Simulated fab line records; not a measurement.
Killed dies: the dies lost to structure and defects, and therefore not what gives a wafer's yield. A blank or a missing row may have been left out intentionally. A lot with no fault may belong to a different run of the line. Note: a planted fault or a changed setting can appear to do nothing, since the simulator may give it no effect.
The tool behind it: which one? / flow sky130 / Sampling: 12 lots, 36 wafers, 3 of 708 route steps

## WHAT EACH GAUGE READ, for each wafer
SKY_CONTACT_OVL_MEAS_15. Usual: CONTACT_OVL typically reads -2 nm, with standard deviation 6.6.
lot=L828; measured=day 32 06:52; on=overlay-02; CONTACT_OVL (nm)=-9 -6 -15; flag=
lot=L829; measured=day 32 09:50; on=overlay-02; CONTACT_OVL (nm)=10 -5 5; flag=
lot=L830; measured=day 32 15:22; on=overlay-01; CONTACT_OVL (nm)=-4 -3 -4; flag=
lot=L831; measured=day 32 19:10; on=overlay-02; CONTACT_OVL (nm)=-3 -2 0; flag=
lot=L832; measured=day 33 08:34; on=overlay-01; CONTACT_OVL (nm)=-15 -12 -17; flag=
lot=L837; measured=day 35 08:17; on=overlay-02; CONTACT_OVL (nm)=-10 1 0; flag=
lot=L838; measured=day 35 10:16; on=overlay-01; CONTACT_OVL (nm)=5 10 9; flag=
lot=L845; measured=day 37 10:07; on=overlay-01; CONTACT_OVL (nm)=6 6 2; flag=
lot=L848; measured=day 38 02:19; on=overlay-01; CONTACT_OVL (nm)=6 7 6; flag=
lot=L849; measured=day 38 07:06; on=overlay-02; CONTACT_OVL (nm)=3 6 1; flag=
lot=L851; measured=day 39 06:07; on=overlay-01; CONTACT_OVL (nm)=0 7 5; flag=
lot=L850; measured=day 39 09:16; on=overlay-01; CONTACT_OVL (nm)=-2 -12 -3; flag=

SKY_VIA1_OVL_MEAS_13. Usual: VIA1_OVL typically reads 6 nm, with standard deviation 4.5.
lot=L828; measured=day 34 16:29; on=overlay-02; VIA1_OVL (nm)=6 2 7; flag=
lot=L829; measured=day 34 20:18; on=overlay-02; VIA1_OVL (nm)=2 2 0; flag=
lot=L830; measured=day 35 00:17; on=overlay-02; VIA1_OVL (nm)=6 5 7; flag=
lot=L831; measured=day 35 05:04; on=overlay-01; VIA1_OVL (nm)=10 9 10; flag=
lot=L832; measured=day 35 17:43; on=overlay-01; VIA1_OVL (nm)=-4 3 6; flag=
lot=L837; measured=day 37 16:17; on=overlay-02; VIA1_OVL (nm)=6 4 9; flag=
lot=L838; measured=day 37 17:33; on=overlay-02; VIA1_OVL (nm)=14 8 11; flag=
lot=L845; measured=day 39 15:34; on=overlay-02; VIA1_OVL (nm)=-2 -4 -3; flag=
lot=L848; measured=day 40 07:31; on=overlay-01; VIA1_OVL (nm)=0 5 7; flag=
lot=L849; measured=day 40 12:03; on=overlay-01; VIA1_OVL (nm)=11 11 14; flag=
lot=L851; measured=day 41 09:43; on=overlay-02; VIA1_OVL (nm)=12 11 7; flag=
lot=L850; measured=day 41 13:25; on=overlay-02; VIA1_OVL (nm)=6 8 8; flag=

## EACH LOT AND THE TOOL THAT RAN IT (in order: tool; ch and the chambers of the sampled wafers; start)
lot=L828; SKY_CONTACT_SPUTTER_23=pvd_sputter-04, day 32 07:41
lot=L829; SKY_CONTACT_SPUTTER_23=pvd_sputter-03, day 32 10:38
lot=L830; SKY_CONTACT_SPUTTER_23=pvd_sputter-04, day 32 16:12
lot=L831; SKY_CONTACT_SPUTTER_23=pvd_sputter-02, day 32 20:20
lot=L832; SKY_CONTACT_SPUTTER_23=pvd_sputter-04, day 33 09:19
lot=L837; SKY_CONTACT_SPUTTER_23=pvd_sputter-03, day 35 09:03
lot=L838; SKY_CONTACT_SPUTTER_23=pvd_sputter-03, day 35 11:04
lot=L845; SKY_CONTACT_SPUTTER_23=pvd_sputter-03, day 37 11:19
lot=L848; SKY_CONTACT_SPUTTER_23=pvd_sputter-04, day 38 03:03
lot=L849; SKY_CONTACT_SPUTTER_23=pvd_sputter-04, day 38 07:52
lot=L851; SKY_CONTACT_SPUTTER_23=pvd_sputter-02, day 39 06:53
lot=L850; SKY_CONTACT_SPUTTER_23=pvd_sputter-04, day 39 10:01
- SKY_CONTACT_SPUTTER_23: material TiN, target thk 20 nm, time 80 s.

## WHAT THE TOOLS THEMSELVES READ (means of the sampled wafers that have a number; where no wafer has one, the mark that the record gives instead)
SKY_CONTACT_SPUTTER_23. Usual: 30.1 % for throttle_valve_pct, sd 0.92.
lot=L828; tool=pvd_sputter-04; throttle_valve_pct (%)=30.3; flag=
lot=L829; tool=pvd_sputter-03; throttle_valve_pct (%)=29.4; flag=
lot=L830; tool=pvd_sputter-04; throttle_valve_pct (%)=30.9; flag=
lot=L831; tool=pvd_sputter-02; throttle_valve_pct (%)=30.7; flag=
lot=L832; tool=pvd_sputter-04; throttle_valve_pct (%)=31.1; flag=
lot=L837; tool=pvd_sputter-03; throttle_valve_pct (%)=29.2; flag=
lot=L838; tool=pvd_sputter-03; throttle_valve_pct (%)=29.3; flag=
lot=L845; tool=pvd_sputter-03; throttle_valve_pct (%)=29.3; flag=
lot=L848; tool=pvd_sputter-04; throttle_valve_pct (%)=30.7; flag=
lot=L849; tool=pvd_sputter-04; throttle_valve_pct (%)=30.4; flag=
lot=L851; tool=pvd_sputter-02; throttle_valve_pct (%)=30.1; flag=
lot=L850; tool=pvd_sputter-04; throttle_valve_pct (%)=30.4; flag=

## THE ANSWER, worked out from the rows above alone
Rule: a lot counts as off when the mean over its wafers that have a number is more than 3 standard deviations away from the usual mean. Also off: a lot with no number at a reading for which 4 or more lots have one. Any other lot the step has rows for is counted as sound. Order of review: gauges by route order, followed by the tools' own readings, for which a lot's mean as printed above is used. The first step at which some lot is off is used, and at that step the reading that is off furthest; a lot without a number counts as furthest.
None of the lots is off at any reading shown; this tells nothing.

## WHAT THE SIMULATOR HAD PUT IN
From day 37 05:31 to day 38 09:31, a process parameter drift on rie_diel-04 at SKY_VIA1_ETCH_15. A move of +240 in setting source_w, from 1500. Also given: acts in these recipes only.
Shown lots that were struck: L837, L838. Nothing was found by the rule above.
